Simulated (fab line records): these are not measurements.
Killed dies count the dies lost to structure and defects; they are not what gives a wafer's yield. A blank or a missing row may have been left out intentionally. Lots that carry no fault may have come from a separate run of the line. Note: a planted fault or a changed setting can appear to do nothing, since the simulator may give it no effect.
Matching of chambers | flow sky130 | SKY_VIA1_CMP_02 on cmp-01: 4 sister chambers
The step polishes SiO2. 8 wafers are shown with their chamber, then 8 later ones without.

EACH WAFER AND ITS CHAMBER
wafer  | chamber | motorCurrentA (A) | retainingRingPressureFrac
L671.1 | 1       | 12.1              | 1.008
L671.6 | 1       | 11.9              | 1.002
L684.5 | 3       | 10.5              | 1.002
L684.6 | 2       | 10.8              | 1.000
L687.1 | 2       | 12.0              | 1.003
L687.2 | 0       | 11.3              | 1.002
L687.6 | 3       | 11.0              | 1.000
L689.4 | 0       | 11.2              | 0.994

WAFERS WITH NO CHAMBER GIVEN
wafer  | motorCurrentA (A) | retainingRingPressureFrac
L689.5 | 12.1              | 0.997
L689.6 | 12.0              | 1.001
L690.1 | 10.5              | 1.004
L690.2 | 12.4              | 0.991
L690.5 | 11.8              | 0.995
L691.2 | 11.9              | 0.994
L691.3 | 10.8              | 1.002
L691.5 | 11.3              | 1.006

CHAMBER TAKEN BY EACH
wafer  | from the rows above               | in truth
L689.5 | can't be placed: 0 or 2 or 1 or 3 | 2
L689.6 | can't be placed: 1 or 2 or 0 or 3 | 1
L690.1 | can't be placed: 3 or 2 or 0      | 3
L690.2 | can't be placed: 0 or 2 or 1 or 3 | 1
L690.5 | can't be placed: 0 or 2 or 1 or 3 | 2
L691.2 | can't be placed: 0 or 2 or 1 or 3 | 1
L691.3 | can't be placed: 3 or 2 or 0      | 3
L691.5 | can't be placed: 2 or 1 or 3 or 0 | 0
Correctly placed: 0 of 8. Cannot be placed on the basis of these rows: 8; the candidates contain the true chamber in 8. Wrongly placed: 0.
How it was worked out, from the rows above alone: a wafer's distance from a chamber is the root of the sum, over the readings, of the square of ((its reading less the chamber's mean) divided by the reading's scatter). If the next closest chamber is less than 2 further off than the closest, the wafer can't be placed; otherwise it belongs to the closest. Each chamber's mean is taken over the wafers shown for it. The scatter: take each reading less its chamber's mean, square it, sum over the shown wafers, divide by the number of wafers less the number of chambers, and take the root.
